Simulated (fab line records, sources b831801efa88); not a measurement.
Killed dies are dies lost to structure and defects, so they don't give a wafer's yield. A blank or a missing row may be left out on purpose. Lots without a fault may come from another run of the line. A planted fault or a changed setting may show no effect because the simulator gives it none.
Which tool did it? | flow sky130 | 10 lots, 30 wafers sampled, at 1 step of a route of 708

WHAT THE GAUGES READ, wafer by wafer
SKY_METAL2_THK_MEAS_06: measures by xrf. Usual: METAL2_ALCU_THK 254 nm, standard deviation 3.5.
lot  | measured     | on            | METAL2_ALCU_THK (nm) | flag
L244 | day 35 14:52 | film_metro-04 | 258 261 255          |
L245 | day 35 20:47 | film_metro-03 | 257 253 253          |
L246 | day 35 21:08 | film_metro-02 | 261 261 260          |
L251 | day 37 15:02 | film_metro-04 | 255 259 263          |
L254 | day 38 09:21 | film_metro-04 | 259 253 255          |
L255 | day 38 15:29 | film_metro-02 | 252 254 250          |
L257 | day 39 08:14 | film_metro-02 | 254 250 249          |
L259 | day 39 16:56 | film_metro-03 | 252 254 255          |
L260 | day 40 02:45 | film_metro-04 | 254 252 253          |
L261 | day 40 03:55 | film_metro-04 | 253 251 253          |

WHICH TOOL RAN EACH LOT (tool, then ch and the chambers of the sampled wafers, then the start)
The record holds no process step before these readings.

WHAT THE TOOLS THEMSELVES READ (means of the sampled wafers that have a number; where no wafer has one, the mark that the record gives instead)
The record holds no such reading with a usual standard deviation.

THE ANSWER, worked out from the rows above alone
Rule: a lot is off if the mean of its wafers that have a number lies more than 3 standard deviations from the usual mean. A lot without any number at a reading at which 4 lots or more have one is off too. The other lots that the step has rows for count as sound. The gauges are gone through in route order, then the tools' own readings, and for those a lot's mean is taken as printed above. The first step at which some lot is off is used, and at that step the reading that is off furthest; a lot without a number counts as furthest.
No lot is off at any reading shown: from this, nothing can be told.

WHAT THE SIMULATOR HAD PUT IN
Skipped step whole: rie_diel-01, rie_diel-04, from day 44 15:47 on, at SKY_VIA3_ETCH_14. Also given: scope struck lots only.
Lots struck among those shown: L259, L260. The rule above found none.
